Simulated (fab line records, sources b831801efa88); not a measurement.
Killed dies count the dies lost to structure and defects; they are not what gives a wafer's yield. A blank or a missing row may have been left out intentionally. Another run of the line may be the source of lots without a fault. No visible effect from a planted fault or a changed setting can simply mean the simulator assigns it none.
Which tool was responsible? | flow gf180mcu | Sampling: 13 lots, 39 wafers, 3 of 602 route steps

WHAT THE GAUGES READ, wafer by wafer
GF_PSD_RS_MEAS_14: uses a four-point probe to measure. Usual: NSD_RS typically reads 46.14 ohm/sq, with standard deviation 0.09.
lot  | measured     | on            | NSD_RS (ohm/sq)   | flag
L827 | day 14 03:31 | film metro-02 | 46.16 46.21 46.21 |
L829 | day 14 20:50 | film metro-01 | 46.06 46.01 46.05 |
L830 | day 15 06:02 | film metro-04 | 46.13 46.05 46.12 |
L831 | day 15 10:32 | film metro-01 | 46.03 46.01 46.00 |
L832 | day 16 00:24 | film metro-04 | 46.09 46.17 46.14 |
L834 | day 16 18:07 | film metro-04 | 46.09 46.10 45.90 |
L842 | day 19 21:38 | film metro-04 | 46.19 46.22 46.22 |
L843 | day 20 05:07 | film metro-02 | 45.31 45.19 45.11 | OFF
L844 | day 20 11:32 | film metro-02 | 45.18 45.17 45.20 | OFF
L845 | day 20 17:53 | film metro-02 | 46.28 46.15 46.28 |
L846 | day 21 01:03 | film metro-02 | 45.24 45.18 45.17 | OFF
L847 | day 21 11:06 | film metro-04 | 46.19 46.00 46.10 |
L850 | day 22 05:16 | film metro-01 | 46.03 46.05 46.10 |

GF_PSD_RS_MEAS_15: uses a four-point probe to measure. Usual: PSD_RS typically reads 108.53 ohm/sq, with standard deviation 0.25.
lot  | measured     | on            | PSD_RS (ohm/sq)      | flag
L827 | day 14 03:38 | film metro-02 | 108.46 108.91 108.93 |
L829 | day 14 20:58 | film metro-01 | 108.18 108.11 108.41 |
L830 | day 15 06:09 | film metro-04 | 108.73 108.70 108.77 |
L831 | day 15 10:40 | film metro-01 | 108.38 108.27 108.09 |
L832 | day 16 00:31 | film metro-04 | 108.28 108.63 108.59 |
L834 | day 16 18:14 | film metro-04 | 108.47 108.37 108.37 |
L842 | day 19 21:45 | film metro-04 | 108.38 108.79 108.51 |
L843 | day 20 05:14 | film metro-02 | 104.81 104.71 104.47 | OFF
L844 | day 20 11:40 | film metro-02 | 104.95 104.58 104.47 | OFF
L845 | day 20 18:01 | film metro-02 | 108.83 108.48 108.47 |
L846 | day 21 01:10 | film metro-02 | 104.90 104.99 104.87 | OFF
L847 | day 21 11:13 | film metro-04 | 108.27 108.12 108.17 |
L850 | day 22 05:23 | film metro-01 | 108.82 108.38 108.75 |

WHICH TOOL RAN EACH LOT (tool, then ch and the chambers of the sampled wafers, then the start)
lot  | GF_PSD_RTA_13
L827 | rtp anneal-02 ch 0, day 14 03:25
L829 | rtp anneal-02 ch 0, day 14 20:44
L830 | rtp anneal-02 ch 0, day 15 05:56
L831 | rtp anneal-01 ch 0, day 15 10:27
L832 | rtp anneal-01 ch 0, day 16 00:19
L834 | rtp anneal-02 ch 0, day 16 18:02
L842 | rtp anneal-02 ch 0, day 19 21:32
L843 | rtp anneal-02 ch 0, day 20 05:01
L844 | rtp anneal-02 ch 0, day 20 11:28
L845 | rtp anneal-01 ch 0, day 20 17:49
L846 | rtp anneal-02 ch 0, day 21 00:58
L847 | rtp anneal-01 ch 0, day 21 11:01
L850 | rtp anneal-01 ch 0, day 22 05:10
- GF_PSD_RTA_13: time 20 s.

AS READ BY THE TOOLS THEMSELVES (means over the sampled wafers that have a number; for cases with no such wafer, the mark the record gives instead)
GF_PSD_RTA_13. Usual: lamp power pct 35.2 %, standard deviation 0.33; wafer_temp_C_max 1028.2, standard deviation 1.2.
lot  | tool          | lamp power pct (%) | wafer_temp_C_max | flag
L827 | rtp anneal-02 | 35.5               | 1027.2           |
L829 | rtp anneal-02 | 35.5               | 1027.6           |
L830 | rtp anneal-02 | 35.5               | 1027.2           |
L831 | rtp anneal-01 | 34.8               | 1028.9           |
L832 | rtp anneal-01 | 34.8               | 1029.3           |
L834 | rtp anneal-02 | 35.5               | 1027.1           |
L842 | rtp anneal-02 | 35.5               | 1028.0           |
L843 | rtp anneal-02 | 36.2               | 1034.5           | OFF
L844 | rtp anneal-02 | 36.2               | 1035.2           | OFF
L845 | rtp anneal-01 | 34.8               | 1029.3           |
L846 | rtp anneal-02 | 36.2               | 1034.8           | OFF
L847 | rtp anneal-01 | 34.8               | 1028.3           |
L850 | rtp anneal-01 | 34.8               | 1029.1           |

THE ANSWER, worked out from the rows above alone
Rule: a lot is off if the mean of its wafers that have a number lies more than 3 standard deviations from the usual mean. A lot without any number at a reading at which 4 lots or more have one is off too. Any other lot the step has rows for is counted as sound. The gauges are gone through in route order, then the tools' own readings, and for those a lot's mean is taken as printed above. At the first step where some lot is off, the reading lying furthest off is the one used; lots without a number count as furthest.
Off: L843, L844, L846, seen at GF_PSD_RS_MEAS_14 (NSD_RS).
A tool fits if, at a process step before that reading, it ran every lot that is off, and no sound lot after the first of them. Not tried: the gauges at GF_PSD_RS_MEAS_14; whatever is off there is also off at GF_PSD_RTA_13, on other tools, and gauge error can't account for it. One fits: rtp anneal-02 at GF_PSD_RTA_13. Its last sound lot is L842 (day 19 21:32), its first lot that is off L843 (day 20 05:01): a fault that began between those two fits.
The tool's own readings at GF_PSD_RTA_13 bear it out: on the lots that are off they differ by more than 5 times the standard deviation of the sound lots' means. wafer_temp_C_max reads 1034.8 there against 1028.2 on the sound lots.

WHAT WAS PUT IN BY THE SIMULATOR
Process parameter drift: rtp anneal-02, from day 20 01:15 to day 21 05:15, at GF_PSD_RTA_13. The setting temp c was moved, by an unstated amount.
Lots struck among those shown: L843, L844, L846. The same result came from the rule above.
